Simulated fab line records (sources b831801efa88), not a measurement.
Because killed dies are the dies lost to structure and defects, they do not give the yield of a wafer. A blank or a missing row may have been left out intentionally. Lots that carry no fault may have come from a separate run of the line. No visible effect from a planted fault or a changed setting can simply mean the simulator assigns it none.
A lot that was struck, set against a sound lot | flow sky130 | 14 steps out of a route of 708
Sound: the wafers L261.1, L261.2, L261.3. Struck: wafers L258.3, L258.4, L258.6. Last of all comes the cause.
At each step with rows: each side's tool, then ch and its chambers, then its first start. Under that, the readings that differ: sound wafers | struck wafers | difference of the means | sigmas: that difference in standard deviations of wafers without a fault.
alike: readings whose means differ by less than 2 such deviations, and words and numbers that are the same on both sides. not compared: withheld readings, readings that some wafer has no value for, bounds like >300 that may hide the same value, and numbers for which the record gives no deviation and whose values overlap.
Wherever a step has rows on one side only, a row that says differs or no value, or a row with sigmas, the two part there. When numbers do not overlap yet have no deviation, they are printed without sigmas and do not part them. A reading missing from all wafers of one side parts the sides only when that side holds two or more wafers.

SKY_SD_N_RS_MEAS_18: a four-point-probe measurement.
  sound on filmMetro-04 at day 30 10:51; struck on filmMetro-02 at day 28 11:45
  alike: RES_XHIGH_RS
then, 2 steps without rows for these wafers: SKY_SALICIDE_CLEAN_00 (cleans in HF-last, time 30 s); SKY_LI_CONTACT_HDPCVD_00 (deposits PSG, target thk 930 nm, time 155 s).
SKY_LI_CONTACT_THK_MEAS_01:
  sound on filmMetro-01 at day 30 11:05; struck on filmMetro-01 at day 28 11:58
reading                    | sound       | struck      | difference | sigmas
LI_CONTACT_HDPCVD_THK (nm) | 942 944 932 | 961 962 969 | +25        | +3
SKY_LI_CONTACT_CMP_02: polishes PSG.
  sound on cmp-01 ch 0,2,3, day 30 11:09; struck on cmp-02 ch 0,1,3, day 28 12:01
  alike: motorCurrentA, timeToEndpointS
SKY_LI_CONTACT_BOW_MEAS_03:
  sound on filmMetro-04 at day 30 11:27; struck on filmMetro-02 at day 28 12:21
  alike: LI_CONTACT_BOW
then, 6 steps without rows for these wafers: SKY_LI_CONTACT_DEHYDRATE_04 (time 60 s); SKY_LI_CONTACT_HMDS_05 (prime time 60 s); SKY_LI_CONTACT_COAT_06 (resist thk 60 nm); SKY_LI_CONTACT_COAT_07 (resist thk 450 nm); SKY_LI_CONTACT_SOFTBAKE_08 (time 90 s); SKY_LI_CONTACT_EXPOSE_09 (exposes mask LICM1, target cd 170 nm).
SKY_LI_CONTACT_PEB_10:
  sound on lithoTrack-03 ch 0, day 31 15:00; struck on lithoTrack-01, day 29 16:00
reading        | sound          | struck | difference                    | sigmas
exhaustPa (Pa) | 47.3 47.1 46.7 | - - -  | no value on the struck wafers | 
  not compared: chillPlateTempC
then, 1 step without rows for these wafers: SKY_LI_CONTACT_DEVELOP_11 (develop time 60 s).

## WHERE THEY PART
Last at SKY_LI_CONTACT_PEB_10 as far as this record goes, first at SKY_LI_CONTACT_THK_MEAS_01.

WHY: what had been put in by the simulator
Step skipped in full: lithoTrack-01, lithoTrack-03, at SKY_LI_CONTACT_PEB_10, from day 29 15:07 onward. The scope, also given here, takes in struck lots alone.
